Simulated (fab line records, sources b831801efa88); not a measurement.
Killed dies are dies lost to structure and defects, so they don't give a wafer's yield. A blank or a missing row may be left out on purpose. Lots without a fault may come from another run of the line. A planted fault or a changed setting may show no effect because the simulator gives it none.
Which tool did it? | flow sky130 | 11 lots, 33 wafers sampled, at 4 steps of a route of 708

WHAT THE GAUGES READ, wafer by wafer
SKY_LDD_N_TW_MEAS_17.
lot  | measured     | on            | LDD_N_TW
L265 | day 18 08:31 | film_metro-03 | 2595 2596 2583
L267 | day 19 01:49 | film_metro-02 | 2618 2610 2610
L269 | day 20 00:18 | film_metro-01 | 2584 2576 2593
L268 | day 20 05:15 | film_metro-01 | 2578 2585 2578
L273 | day 21 17:01 | film_metro-03 | 2598 2601 2599
L276 | day 22 15:24 | film_metro-02 | 2591 2597 2599
L279 | day 23 16:43 | film_metro-03 | 2549 2530 2529
L281 | day 24 11:55 | film_metro-01 | 2591 2595 2601
L282 | day 24 20:06 | film_metro-02 | 2567 2556 2554
L285 | day 25 16:30 | film_metro-02 | 2605 2601 2601
L286 | day 25 22:48 | film_metro-03 | 2613 2599 2608

WHICH TOOL RAN EACH LOT (tool, then ch and the chambers of the sampled wafers, then the start)
lot  | SKY_FIELD_ISO_ETCH_15             | SKY_LDD_N_IMPLANT_09            | SKY_LDD_N_STRIP_16
L265 | rie_diel-04 ch 2,3, day 2 14:17   | implanter-03 ch 0, day 18 07:22 | plasma_asher-03 ch 0,1, day 18 08:24
L267 | rie_diel-04 ch 1,2,3, day 3 01:03 | implanter-02 ch 0, day 19 00:40 | plasma_asher-02 ch 0,1, day 19 01:42
L269 | rie_diel-04 ch 0,1, day 3 13:15   | implanter-04 ch 0, day 19 23:09 | plasma_asher-02 ch 0,1, day 20 00:12
L268 | rie_diel-03 ch 1,2,3, day 3 13:29 | implanter-04 ch 0, day 20 04:06 | plasma_asher-04 ch 0,1, day 20 05:09
L273 | rie_diel-04 ch 1,3, day 4 09:17   | implanter-03 ch 0, day 21 15:54 | plasma_asher-02 ch 0,1, day 21 16:56
L276 | rie_diel-04 ch 1,2, day 5 00:29   | implanter-02 ch 0, day 22 14:15 | plasma_asher-02 ch 0,1, day 22 15:18
L279 | rie_diel-04 ch 0,2,3, day 5 16:56 | implanter-04 ch 0, day 23 15:34 | plasma_asher-03 ch 0,1, day 23 16:36
L281 | rie_diel-04 ch 0,2, day 6 02:38   | implanter-02 ch 0, day 24 10:46 | plasma_asher-03 ch 0, day 24 11:48
L282 | rie_diel-02 ch 0,2, day 6 08:45   | implanter-04 ch 0, day 24 18:58 | plasma_asher-02 ch 1, day 24 19:59
L285 | rie_diel-03 ch 0,1,2, day 6 23:20 | implanter-03 ch 0, day 25 15:21 | plasma_asher-04 ch 0,1, day 25 16:24
L286 | rie_diel-04 ch 0,1,2, day 7 05:32 | implanter-03 ch 0, day 25 21:40 | plasma_asher-02 ch 1, day 25 22:41
- SKY_FIELD_ISO_ETCH_15: etches the open film in CHF3/O2, stops on Si, target depth 180 nm, time 72 s.
- SKY_LDD_N_IMPLANT_09
- SKY_LDD_N_STRIP_16: strips in O2/N2.

THE ANSWER, worked out from the rows above alone
Rule: what is usual is taken from the lots themselves. Put in order of their means at a reading, lots are off if they are a third of the lots or fewer, leave a main group of 4 or more, and stand apart from it by a gap of 3 or more times the standard deviation of the main group's means; of several such gaps the widest counts. A main group whose means are all the same, to the digits that the tables above print for the reading, isn't used. A lot without any number at a reading at which 4 lots or more have one is off too. The other lots that the step has rows for count as sound.
No lot is off at any reading shown: from this, nothing can be told.

WHAT THE SIMULATOR HAD PUT IN
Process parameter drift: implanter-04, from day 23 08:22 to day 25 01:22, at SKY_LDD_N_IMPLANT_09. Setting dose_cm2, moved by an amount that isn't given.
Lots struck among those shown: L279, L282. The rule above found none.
